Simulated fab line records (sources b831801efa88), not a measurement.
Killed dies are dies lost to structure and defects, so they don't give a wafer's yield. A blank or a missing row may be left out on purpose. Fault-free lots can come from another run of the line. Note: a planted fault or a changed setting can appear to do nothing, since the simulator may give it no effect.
Commonality check across tools || flow gf180mcu || Sample size 14 lots and 42 wafers

## THE REASON FOR OPENING IT
At GF_POLY_GATE_THK_MEAS_01 the reading POLY_GATE_CVD_00_THK is flagged on 2 of 14 lots. Fault-free wafers read 200.4 nm, with a standard deviation of 1.6.
Rule: flag the lot when none of its wafers has a number, or when each of its wafers that has one lies beyond 4 standard deviations from that mean. All remaining lots are regarded as sound.

{"lot": "L997", "measured": "day 8 15:54", "on": "film metro-04", "POLY_GATE_CVD_00_THK (nm), wafer by wafer": "200.9 202.4 202.8", "flag": ""}
{"lot": "L999", "measured": "day 9 01:08", "on": "film metro-04", "POLY_GATE_CVD_00_THK (nm), wafer by wafer": "201.6 202.3 201.8", "flag": ""}
{"lot": "L101", "measured": "day 9 16:34", "on": "film metro-01", "POLY_GATE_CVD_00_THK (nm), wafer by wafer": "199.1 198.0 198.7", "flag": ""}
{"lot": "L102", "measured": "day 9 20:31", "on": "film metro-04", "POLY_GATE_CVD_00_THK (nm), wafer by wafer": "197.6 200.3 199.6", "flag": ""}
{"lot": "L103", "measured": "day 10 09:18", "on": "film metro-01", "POLY_GATE_CVD_00_THK (nm), wafer by wafer": "200.6 201.1 200.2", "flag": ""}
{"lot": "L104", "measured": "day 10 11:23", "on": "film metro-02", "POLY_GATE_CVD_00_THK (nm), wafer by wafer": "200.7 199.4 201.8", "flag": ""}
{"lot": "L105", "measured": "day 10 15:21", "on": "film metro-04", "POLY_GATE_CVD_00_THK (nm), wafer by wafer": "201.4 202.5 202.1", "flag": ""}
{"lot": "L106", "measured": "day 11 02:20", "on": "film metro-01", "POLY_GATE_CVD_00_THK (nm), wafer by wafer": "201.7 200.3 198.6", "flag": ""}
{"lot": "L107", "measured": "day 11 07:19", "on": "film metro-02", "POLY_GATE_CVD_00_THK (nm), wafer by wafer": "201.1 201.4 200.8", "flag": ""}
{"lot": "L110", "measured": "day 12 02:51", "on": "film metro-02", "POLY_GATE_CVD_00_THK (nm), wafer by wafer": "200.8 199.1 200.6", "flag": ""}
{"lot": "L112", "measured": "day 12 20:16", "on": "film metro-02", "POLY_GATE_CVD_00_THK (nm), wafer by wafer": "200.5 201.1 200.4", "flag": ""}
{"lot": "L114", "measured": "day 13 07:03", "on": "film metro-04", "POLY_GATE_CVD_00_THK (nm), wafer by wafer": "245.5 248.4 240.0", "flag": "FLAGGED"}
{"lot": "L115", "measured": "day 13 16:30", "on": "film metro-02", "POLY_GATE_CVD_00_THK (nm), wafer by wafer": "208.2 224.5 230.2", "flag": "FLAGGED"}
{"lot": "L116", "measured": "day 13 23:46", "on": "film metro-01", "POLY_GATE_CVD_00_THK (nm), wafer by wafer": "196.0 196.8 198.3", "flag": ""}
The numbers of the flagged lots are 232.8 nm on average: +32.4 nm against the usual, or +20 standard deviations.

## EACH LOT AND THE TOOL IT RAN ON
The record holds 1 process step before the reading, out of a route of 602 steps. Every cell lists first the tool, next ch and the chambers used by the sampled wafers, and last the start.
{"lot": "L997", "flag": "", "GF_POLY_GATE_CVD_00": "lpcvd-02 ch 0, day 8 14:33"}
{"lot": "L999", "flag": "", "GF_POLY_GATE_CVD_00": "lpcvd-01 ch 0, day 8 23:48"}
{"lot": "L101", "flag": "", "GF_POLY_GATE_CVD_00": "lpcvd-02 ch 1, day 9 15:14"}
{"lot": "L102", "flag": "", "GF_POLY_GATE_CVD_00": "lpcvd-02 ch 0, day 9 19:11"}
{"lot": "L103", "flag": "", "GF_POLY_GATE_CVD_00": "lpcvd-01 ch 0, day 10 07:58"}
{"lot": "L104", "flag": "", "GF_POLY_GATE_CVD_00": "lpcvd-01 ch 1, day 10 10:04"}
{"lot": "L105", "flag": "", "GF_POLY_GATE_CVD_00": "lpcvd-02 ch 0, day 10 14:01"}
{"lot": "L106", "flag": "", "GF_POLY_GATE_CVD_00": "lpcvd-02 ch 0, day 11 01:00"}
{"lot": "L107", "flag": "", "GF_POLY_GATE_CVD_00": "lpcvd-02 ch 1, day 11 05:59"}
{"lot": "L110", "flag": "", "GF_POLY_GATE_CVD_00": "lpcvd-02 ch 0, day 12 01:30"}
{"lot": "L112", "flag": "", "GF_POLY_GATE_CVD_00": "lpcvd-01 ch 0, day 12 18:56"}
{"lot": "L114", "flag": "FLAGGED", "GF_POLY_GATE_CVD_00": "lpcvd-02 ch 0, day 13 05:43"}
{"lot": "L115", "flag": "FLAGGED", "GF_POLY_GATE_CVD_00": "lpcvd-02 ch 0, day 13 15:10"}
{"lot": "L116", "flag": "", "GF_POLY_GATE_CVD_00": "lpcvd-01 ch 1, day 13 22:25"}
What the steps here do:
- GF_POLY_GATE_CVD_00: deposits poly-Si, target thk 200 nm, time 1200 s.
- GF_POLY_GATE_THK_MEAS_01

## FLAGGED OVER TOTAL, TOOL BY TOOL (the gauges that took the reading come last)
{"step": "GF_POLY_GATE_CVD_00", "tool": "lpcvd-01", "lots run": 5, "flagged": 0, "share of the flagged lots": "none", "sound lots run after its first flagged lot": "-"}
{"step": "GF_POLY_GATE_CVD_00", "tool": "lpcvd-02", "lots run": 9, "flagged": 2, "share of the flagged lots": "all", "sound lots run after its first flagged lot": 0}
{"step": "GF_POLY_GATE_THK_MEAS_01", "tool": "film metro-01", "lots run": 4, "flagged": 0, "share of the flagged lots": "none", "sound lots run after its first flagged lot": "-"}
{"step": "GF_POLY_GATE_THK_MEAS_01", "tool": "film metro-02", "lots run": 5, "flagged": 1, "share of the flagged lots": "some", "sound lots run after its first flagged lot": 0}
{"step": "GF_POLY_GATE_THK_MEAS_01", "tool": "film metro-04", "lots run": 5, "flagged": 1, "share of the flagged lots": "some", "sound lots run after its first flagged lot": 0}

## WHAT THE TABLE PERMITS
All flagged lots share 1 row of the table, namely lpcvd-02 at GF_POLY_GATE_CVD_00.
- lpcvd-02 at GF_POLY_GATE_CVD_00 ran 9 lots, 2 of them flagged. A fault beginning between L110 (day 12 01:30), its last sound lot, and L114 (day 13 05:43), its first flagged one, fits the data. Its own readings lie more than 4 standard deviations out on every wafer of the flagged lots: spike tc centre C.
lpcvd-02 at GF_POLY_GATE_CVD_00 is the single tool remaining.

## WHAT THE SIMULATOR HAD PUT IN
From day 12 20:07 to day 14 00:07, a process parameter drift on lpcvd-02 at GF_POLY_GATE_CVD_00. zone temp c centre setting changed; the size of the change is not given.
Lots struck among those shown: L114, L115. This agrees with what the rule above found.
